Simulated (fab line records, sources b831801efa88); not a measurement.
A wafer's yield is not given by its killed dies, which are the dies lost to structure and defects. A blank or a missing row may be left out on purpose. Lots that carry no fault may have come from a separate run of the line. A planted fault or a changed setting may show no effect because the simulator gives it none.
Matching of chambers | flow sky130 | SKY_VIA2_CMP_02 on cmp-01: 4 sister chambers
The step polishes SiO2. 22 wafers are shown with their chamber, then 11 later ones without.

WAFERS WITH THEIR CHAMBER
wafer  | chamber | motor current A (A) | slurry flow ml min
L074.1 | 0       | 11.0                | 149.9
L074.3 | 1       | 10.4                | 150.5
L074.5 | 2       | 12.5                | 150.2
L076.1 | 3       | 11.0                | 149.8
L076.4 | 1       | 10.2                | 149.7
L076.5 | 1       | 10.3                | 149.9
L081.1 | 1       | 9.7                 | 149.2
L081.2 | 0       | 11.0                | 150.1
L081.5 | 0       | 11.3                | 150.4
L082.1 | 1       | 10.5                | 151.1
L082.2 | 2       | 12.4                | 150.8
L082.4 | 0       | 10.9                | 149.7
L087.1 | 2       | 11.8                | 149.8
L087.3 | 0       | 11.0                | 150.2
L087.6 | 2       | 12.1                | 150.1
L088.2 | 3       | 10.7                | 149.8
L088.3 | 1       | 10.2                | 150.3
L088.4 | 0       | 10.5                | 150.2
L089.2 | 1       | 9.9                 | 149.3
L089.5 | 0       | 10.6                | 150.3
L089.6 | 1       | 9.8                 | 148.7
L090.3 | 1       | 10.2                | 150.3

SIGNATURES (means of the wafers above)
reading            | chamber 0 | chamber 1 | chamber 2 | chamber 3 | scatter within a chamber
motor current A    | 10.900    | 10.133    | 12.200    | 10.850    | 0.277
slurry flow ml min | 150.114   | 149.889   | 150.225   | 149.800   | 0.544
Rule: distance of a wafer from a chamber = root of the sum over the readings of ((wafer's reading minus chamber's mean) / reading's scatter) squared. If the next closest chamber is less than 2 further off than the closest, the wafer can't be placed; otherwise it belongs to the closest. The scatter: take each reading less its chamber's mean, square it, sum over the shown wafers, divide by the number of wafers less the number of chambers, and take the root.

WAFERS WHOSE CHAMBER IS MISSING
wafer  | motor current A (A) | slurry flow ml min
L090.5 | 10.6                | 150.5
L090.6 | 10.2                | 150.1
L092.2 | 10.5                | 149.9
L092.4 | 10.8                | 150.5
L092.5 | 11.9                | 150.4
L095.1 | 10.1                | 149.3
L095.3 | 10.3                | 150.0
L095.5 | 10.8                | 149.4
L097.4 | 10.2                | 150.6
L097.5 | 11.0                | 149.5
L097.6 | 11.4                | 149.7

WHICH CHAMBER EACH WENT THROUGH
wafer  | from the rows above          | in truth
L090.5 | can't be placed: 0 or 3 or 1 | 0
L090.6 | can't be placed: 1 or 3      | 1
L092.2 | can't be placed: 3 or 1 or 0 | 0
L092.4 | can't be placed: 0 or 3 or 1 | 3
L092.5 | 2                            | 2
L095.1 | can't be placed: 1 or 3      | 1
L095.3 | can't be placed: 1 or 3 or 0 | 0
L095.5 | can't be placed: 3 or 0 or 1 | 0
L097.4 | can't be placed: 1 or 0 or 3 | 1
L097.5 | can't be placed: 3 or 0      | 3
L097.6 | can't be placed: 0 or 3 or 2 | 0
Placed correctly: 1 of 11. Unplaceable from these rows: 10, with the true chamber sitting among the candidates in 10. Wrongly placed: 0.
